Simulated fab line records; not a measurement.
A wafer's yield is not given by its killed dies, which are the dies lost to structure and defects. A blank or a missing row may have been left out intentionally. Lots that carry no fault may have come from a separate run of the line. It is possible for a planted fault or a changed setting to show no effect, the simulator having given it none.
Split-lot experiment -- flow gf180mcu -- on a route of 602 steps: 5 lots, 17 wafers read

== THE SPLIT ITSELF ==
At GF_TOP_METAL_COAT_09 (resist thk 1500 nm), the setting spin rpm was moved away from the recipe's 3000 rpm on 7 of the 17 wafers read, by -4.9% to +5.3%. For the rest of the wafers, this setting stayed at what the recipe calls for.

No step appears in the file between the split and the reading.

== THE READING ==
NOVOLAK_of_TOP_METAL_COAT_09.thk nm (the simulator's own value, which no gauge read), in nm, at GF_TOP_METAL_METAL_ETCH_16 (etches the open film in Cl2/BCl3, stops on SiO2, target depth 1077.5 nm, time 179.6 s). No usual value for it is given in the file. Here, 10 wafers ran the recipe; their average is 1065 nm with a standard deviation of 6.4 nm.

wafer,"tool, chamber at the split","spin rpm as run, rpm",against the recipe,"NOVOLAK_of_TOP_METAL_COAT_09.thk nm, nm",against lot-mates on the recipe
L074.1,"litho track-04, 0",3000,recipe,1059,-
L074.2,"litho track-04, 0",2852,-4.9%,1101,+40
L074.3,"litho track-04, 0",3000,recipe,1063,-
L074.5,"litho track-04, 0",2852,-4.9%,1107,+46
L074.6,"litho track-04, 0",2852,-4.9%,1100,+39
L075.5,"litho track-04, 0",3000,recipe,1065,-
L075.6,"litho track-04, 0",3000,recipe,1053,-
L076.1,"litho track-03, 0",3062,+2.1%,1040,no lot-mate on the recipe
L076.3,"litho track-03, 0",3062,+2.1%,1054,no lot-mate on the recipe
L081.1,"litho track-01, 0",3000,recipe,1069,-
L081.2,"litho track-01, 0",3000,recipe,1078,-
L081.3,"litho track-01, 0",3000,recipe,1071,-
L081.4,"litho track-01, 0",3160,+5.3%,1046,-27
L081.6,"litho track-01, 0",3160,+5.3%,1043,-30
L084.1,"litho track-03, 0",3000,recipe,1064,-
L084.3,"litho track-03, 0",3000,recipe,1063,-
L084.4,"litho track-03, 0",3000,recipe,1066,-

THE FIT
A straight line over all 17 wafers: NOVOLAK_of_TOP_METAL_COAT_09.thk nm changes by -6.14 nm for each +1% of spin rpm; r = -0.92; the points scatter about the line by 8.1 nm.
The same after taking each lot's own level away (the mean of its wafers on the recipe; 15 wafers): -6.98 nm for each +1%; r = -0.97; scatter 5.4 nm.
Per that fit: largest spin rpm move, reading shift of 37 nm.
The span of the lots' own levels, 1059.0 to 1072.7 nm, comes to 2.1 times the standard deviation stated above.
So the lot-to-lot level changes the slope: the two fits differ.
Check: for one of the wafers moved furthest among these (+5.3%), held out of the fit, the line's prediction against its lot-mates is -38.1 nm. Against them it came out at -26.7 nm.

== THESE WAFERS: OTHER SPLITS ==
These wafers also went through other splits before the reading. Each is held against what the fit with the lots' levels taken away leaves over:
other split on the same wafers,wafers away from the commonest value,r with NOVOLAK_of_TOP_METAL_COAT_09.thk nm (lot level and that fit taken away)
GF_V4_ETCH_17 source w,7,+0.21
GF_MIM_SPUTTER_07 power w,5,-0.05
GF_MIM_DEVELOP_18 develop time s,4,-0.03
GF_TOP_METAL_SPUTTER_02 time s,0,-

== THE WHOLE CHAIN: every reading that the file lists as answering this split, in the file's order ==
step,what it does,reading,change (the file's fit),r (the file's)
GF_TOP_METAL_COAT_09,resist thk 1500 nm,"NOVOLAK_of_TOP_METAL_COAT_09.thk nm (the simulator's own value, which no gauge read)",-7.77 nm for each +1% of the setting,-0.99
GF_TOP_METAL_METAL_ETCH_16,"etches the open film in Cl2/BCl3, stops on SiO2, target depth 1077.5 nm, time 179.6 s","NOVOLAK_of_TOP_METAL_COAT_09.thk nm (the simulator's own value, which no gauge read)",-6.8 nm for each +1% of the setting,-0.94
GF_TOP_METAL_STRIP_17,strips in O2/N2,strip time to endpoint s,withheld for each +1% of the setting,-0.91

== FILE'S OWN FIT ==
NOVOLAK_of_TOP_METAL_COAT_09.thk nm changes by -6.8 nm for each +1% of spin rpm, r = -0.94.
